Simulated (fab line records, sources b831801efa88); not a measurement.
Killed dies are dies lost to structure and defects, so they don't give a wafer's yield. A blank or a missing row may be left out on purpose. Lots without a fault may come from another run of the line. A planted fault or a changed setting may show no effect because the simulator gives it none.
Which tool did it? | flow gf180mcu | 13 lots, 39 wafers sampled, at 4 steps of a route of 602

WHAT THE GAUGES READ, wafer by wafer
GF_M3_OVL_MEAS_15. Usual: M3_OVL -2 nm, standard deviation 5.7.
lot  | measured     | on         | M3_OVL (nm) | flag
L255 | day 21 06:53 | overlay-02 | -4 -7 -3    |
L257 | day 22 01:17 | overlay-02 | -8 -6 -9    |
L260 | day 23 07:38 | overlay-02 | 3 3 0       |
L261 | day 23 14:08 | overlay-01 | 1 -1 2      |
L262 | day 24 02:50 | overlay-02 | -4 3 1      |
L264 | day 24 16:26 | overlay-01 | -2 -2 4     |
L265 | day 25 04:08 | overlay-02 | 2 -14 -13   |
L272 | day 27 06:08 | overlay-01 | -8 2 -3     |
L273 | day 27 15:08 | overlay-01 | -5 -5 -1    |
L275 | day 28 04:14 | overlay-01 | -5 -1 -6    |
L276 | day 28 04:26 | overlay-01 | -3 4 0      |
L277 | day 28 10:35 | overlay-02 | -6 -4 -5    |
L278 | day 28 20:23 | overlay-01 | 5 3 0       |

GF_M4_THK_MEAS_06: measures by xrf. Usual: M4_ALCU_THK 456 nm, standard deviation 5.5.
lot  | measured     | on            | M4_ALCU_THK (nm) | flag
L255 | day 22 09:25 | film_metro-02 | 451 456 457      |
L257 | day 23 03:38 | film_metro-02 | 450 453 450      |
L260 | day 24 09:07 | film_metro-04 | 449 450 455      |
L261 | day 24 15:52 | film_metro-03 | 458 458          |
L262 | day 25 03:40 | film_metro-03 | 456 457 463      |
L264 | day 25 17:12 | film_metro-03 | 456 456          |
L265 | day 26 04:38 | film_metro-04 | 456 454 451      |
L272 | day 28 05:38 | film_metro-04 | 460 466 463      |
L273 | day 28 13:55 | film_metro-02 | 466 465 463      |
L275 | day 29 02:38 | film_metro-04 | 457 453 454      |
L276 | day 29 02:55 | film_metro-02 | 450 448 449      |
L277 | day 29 08:57 | film_metro-02 | 449 451 453      |
L278 | day 29 19:07 | film_metro-03 | 466 459 461      |

WHICH TOOL RAN EACH LOT (tool, then ch and the chambers of the sampled wafers, then the start)
lot  | GF_M3_STRIP_17                       | GF_V3_CMP_26
L255 | plasma_asher-04 ch 0,1, day 21 07:03 | cmp-02 ch 0,1,2, day 22 08:46
L257 | plasma_asher-02 ch 0,1, day 22 01:27 | cmp-01 ch 0,1, day 23 03:02
L260 | plasma_asher-02 ch 0, day 23 07:48   | cmp-02 ch 0,1, day 24 08:28
L261 | plasma_asher-03 ch 0,1, day 23 14:25 | cmp-02 ch 0,1,2, day 24 15:16
L262 | plasma_asher-03 ch 0,1, day 24 03:13 | cmp-01 ch 1,2,3, day 25 03:04
L264 | plasma_asher-02 ch 0,1, day 24 16:38 | cmp-02 ch 1,2,3, day 25 16:41
L265 | plasma_asher-03 ch 0,1, day 25 04:25 | cmp-01 ch 1,2, day 26 03:59
L272 | plasma_asher-02 ch 0,1, day 27 06:19 | cmp-01 ch 0,3, day 28 04:59
L273 | plasma_asher-03 ch 0,1, day 27 15:18 | cmp-02 ch 0,3, day 28 13:16
L275 | plasma_asher-04 ch 0,1, day 28 04:24 | cmp-02 ch 0,1,3, day 29 01:59
L276 | plasma_asher-04 ch 0,1, day 28 04:43 | cmp-02 ch 0,1,2, day 29 02:20
L277 | plasma_asher-03 ch 1, day 28 10:52   | cmp-02 ch 1,2,3, day 29 08:22
L278 | plasma_asher-02 ch 1, day 28 20:32   | cmp-01 ch 2,3, day 29 18:31
- GF_M3_STRIP_17: strips in O2/N2.
- GF_V3_CMP_26: polishes, stops on SiO2, t overpolish 15 s, target thk 0 nm.

WHAT THE TOOLS THEMSELVES READ (means of the sampled wafers that have a number; where no wafer has one, the mark that the record gives instead)
GF_M3_STRIP_17. Usual: drypump_motor_current_A 5.57 A, standard deviation 0.27; heater_power_w 334 W, standard deviation 28; oes_product_au 0.537 a.u., standard deviation 0.0046; platen_temp_c 249.98 C, standard deviation 0.18; strip_time_to_endpoint_s 7.37 s, standard deviation 0.039.
lot  | tool            | drypump_motor_current_A (A) | heater_power_w (W) | oes_product_au (a.u.) | platen_temp_c (C) | strip_time_to_endpoint_s (s) | flag
L255 | plasma_asher-04 | 5.26                        | 322                | 0.537                 | 249.98            | 7.40                         |
L257 | plasma_asher-02 | 5.37                        | 334                | 0.540                 | 250.02            | 7.36                         |
L260 | plasma_asher-02 | 5.64                        | 308                | 0.534                 | 249.79            | 7.36                         |
L261 | plasma_asher-03 | 5.68                        | 336                | 0.538                 | 250.01            | 7.39                         |
L262 | plasma_asher-03 | 5.70                        | 335                | 0.534                 | 250.04            | 7.32                         |
L264 | plasma_asher-02 | 5.50                        | 320                | 0.538                 | 249.86            | 7.38                         |
L265 | plasma_asher-03 | 5.83                        | 353                | 0.537                 | 249.75            | 7.36                         |
L272 | plasma_asher-02 | 5.39                        | 338                | 0.539                 | 250.13            | 7.36                         |
L273 | plasma_asher-03 | 5.82                        | 354                | 0.538                 | 250.03            | 7.35                         |
L275 | plasma_asher-04 | 5.26                        | 315                | 0.535                 | 249.86            | 7.36                         |
L276 | plasma_asher-04 | 5.30                        | 317                | 0.538                 | 249.93            | 7.35                         |
L277 | plasma_asher-03 | 5.96                        | 379                | 0.539                 | 249.88            | 7.37                         |
L278 | plasma_asher-02 | 5.26                        | 353                | 0.539                 | 249.93            | 7.38                         |

GF_V3_CMP_26. Usual: motor_current_A 11.0 A, standard deviation 0.64; overpolish_run_s 15.000 s, standard deviation 0.0091; time_to_endpoint_s 83 s, standard deviation 3.1.
lot  | tool   | motor_current_A (A) | overpolish_run_s (s) | time_to_endpoint_s (s) | flag
L255 | cmp-02 | 11.2                | 14.998               | 79                     |
L257 | cmp-01 | 11.1                | 14.998               | 81                     |
L260 | cmp-02 | 11.1                | 14.997               | 82                     |
L261 | cmp-02 | 11.0                | 10.021               | 98                     | OFF
L262 | cmp-01 | 10.9                | 14.994               | 75                     |
L264 | cmp-02 | 10.9                | 10.014               | 100                    | OFF
L265 | cmp-01 | 11.1                | 15.000               | 81                     |
L272 | cmp-01 | 11.6                | 14.995               | 82                     |
L273 | cmp-02 | 11.3                | 15.005               | 83                     |
L275 | cmp-02 | 11.1                | 14.996               | 85                     |
L276 | cmp-02 | 11.4                | 14.997               | 83                     |
L277 | cmp-02 | 10.5                | 14.995               | 86                     |
L278 | cmp-01 | 11.1                | 15.010               | 83                     |

THE ANSWER, worked out from the rows above alone
Rule: a lot is off if the mean of its wafers that have a number lies more than 3 standard deviations from the usual mean. A lot without any number at a reading at which 4 lots or more have one is off too. The other lots that the step has rows for count as sound. The gauges are gone through in route order, then the tools' own readings, and for those a lot's mean is taken as printed above. The first step at which some lot is off is used, and at that step the reading that is off furthest; a lot without a number counts as furthest.
Off: L261, L264, at GF_V3_CMP_26 (overpolish_run_s).
A tool fits if, at that step or a process step before it, it ran every lot that is off, and no sound lot after the first of them. None of those tried fits.

WHAT THE SIMULATOR HAD PUT IN
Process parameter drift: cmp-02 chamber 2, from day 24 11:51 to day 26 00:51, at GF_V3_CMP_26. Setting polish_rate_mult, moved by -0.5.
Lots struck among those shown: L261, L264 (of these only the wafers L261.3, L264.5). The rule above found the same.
